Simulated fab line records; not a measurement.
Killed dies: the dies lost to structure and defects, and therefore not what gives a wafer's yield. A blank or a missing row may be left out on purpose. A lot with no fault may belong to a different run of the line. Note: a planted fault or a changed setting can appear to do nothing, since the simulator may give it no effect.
8D (eight disciplines) problem report, filled in by code || flow sky130 || the parts of the form that need people (team, actions taken, sign-off) are left out

## 1. WHAT IS WRONG
Wafers free of any fault read 142.1 (standard deviation 1.9) for VT_ADJUST_PCH_TW at SKY_VT_ADJUST_PCH_TW_MEAS_10, against a mean of 225.5 on 6 wafers of 2 lots. That is +44 standard deviations from the usual mean.
First observed at day 15 07:10: wafer L893.1, on film_metro-02. At this step, 33 wafers from 11 lots have a number in the record. Rule for "out", or "out of limits": more than 4 standard deviations from the usual mean. Any other wafer with a number is counted as sound.

## 2. WHAT IT IS, AND WHAT IT ISN'T
{"question": "which readings at this step", "is": "VT_ADJUST_PCH_TW", "is not": "-"}
{"question": "which lots", "is": "L893, L894", "is not": "L878, L880, L885, L886, L895, L898, L899, L900, L901"}
{"question": "which wafers of those lots", "is": "all that have a number", "is not": "-"}
{"question": "read on which gauges", "is": "film_metro-02, film_metro-03", "is not": "film_metro-04"}
{"question": "when", "is": "from day 15 07:10", "is not": "up to then (12 sound wafers); but 15 sound wafers of L895, L898, L899, L900, L901 came after"}

## 3. SUSPECTS, AND WHAT RULES EACH OUT
Counting: a tool stays on the suspect list if, at a process step up to the reading, it processed all lots that are out and no sound lot following the first of them.
- the gauge at SKY_VT_ADJUST_PCH_TW_MEAS_10 is ruled out. The wafers that are out were read on 2 gauges (film_metro-02, film_metro-03).
- plasma_asher-02 at SKY_NWELL_STRIP_25 (strips in O2/N2): ruled out as a lasting fault. After its first lot that is out, L893 (day 9 03:00), sound lots L899, L900 ran on it.
- litho_track-02 at SKY_VT_ADJUST_HVTR_COAT_02 (resist thk 1140 nm): ruled out as a lasting fault. After its first lot that is out, L893 (day 13 14:26), sound lots L901, L900 ran on it.
Left after counting: nothing in the record.

## 4. THE CAUSE (what the simulator had put in)
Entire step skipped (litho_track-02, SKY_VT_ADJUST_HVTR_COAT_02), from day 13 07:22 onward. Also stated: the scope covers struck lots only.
The count ruled it out by mistake, since the rule takes a fault to strike every lot its tool runs from the start of the fault on, and this one did not do so.

## 5. THE EFFECT CHAIN, in route order
Each row: a reading where the mean over the struck wafers with a number is more than 3 standard deviations away from the usual. Only readings whose record carries a usual standard deviation are examined. hours: median over the lots of the time between each lot's start at the first step of this table that gives one and its start at this step. sigmas: the change, counted in usual standard deviations.
{"hours": 0, "step": "SKY_VT_ADJUST_PCH_TW_MEAS_10", "reading": "VT_ADJUST_PCH_TW", "usual": 142.1, "on struck wafers": 225.5, "change": "+83.4", "sigmas": "+44"}
{"hours": 29, "step": "SKY_SONOS_TUNNEL_TW_MEAS_12", "reading": "SONOS_TUNNEL_TW", "usual": 198.0, "on struck wafers": 247.9, "change": "+49.9", "sigmas": "+21"}
{"hours": 810, "step": "SKY_PAD_OPEN_PROBE_99", "reading": "killed_at_front_end", "usual": 15, "on struck wafers": 420, "change": "+405", "sigmas": "+94"}
{"hours": 810, "step": "SKY_PAD_OPEN_PROBE_99", "reading": "killed_dies", "usual": 85, "on struck wafers": 492, "change": "+407", "sigmas": "+48"}
{"hours": 810, "step": "SKY_PAD_OPEN_PROBE_99", "reading": "killed_on_rim", "usual": 17, "on struck wafers": 96, "change": "+79", "sigmas": "+21"}
It contains these process steps:
- SKY_PAD_OPEN_PROBE_99
Readings that are blank on the struck wafers while sound wafers have them: chill_plate_temp_C at SKY_VT_ADJUST_HVTR_COAT_02; dispense_pressure_kPa at SKY_VT_ADJUST_HVTR_COAT_02; spin_speed_rpm at SKY_VT_ADJUST_HVTR_COAT_02; cd_nm at SKY_VT_ADJUST_HVTR_CD_MEAS_07.

## 6. HOW IT WOULD HAVE BEEN CAUGHT EARLIER
The first out-of-limits reading at a measuring or inspecting step in this record came at day 15 07:10, 48 hours after the fault's start at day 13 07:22.
Between SKY_VT_ADJUST_HVTR_COAT_02 and SKY_VT_ADJUST_PCH_TW_MEAS_10, SKY_VT_ADJUST_HVTR_CD_MEAS_07 gave no cd_nm on the struck wafers, where sound wafers have one: a measuring or inspecting step that comes back empty is itself a sign.
At SKY_VT_ADJUST_HVTR_COAT_02 the tool's readings are blank on the struck wafers, where sound wafers have them: an empty tool record is the first sign, and it was there at once.
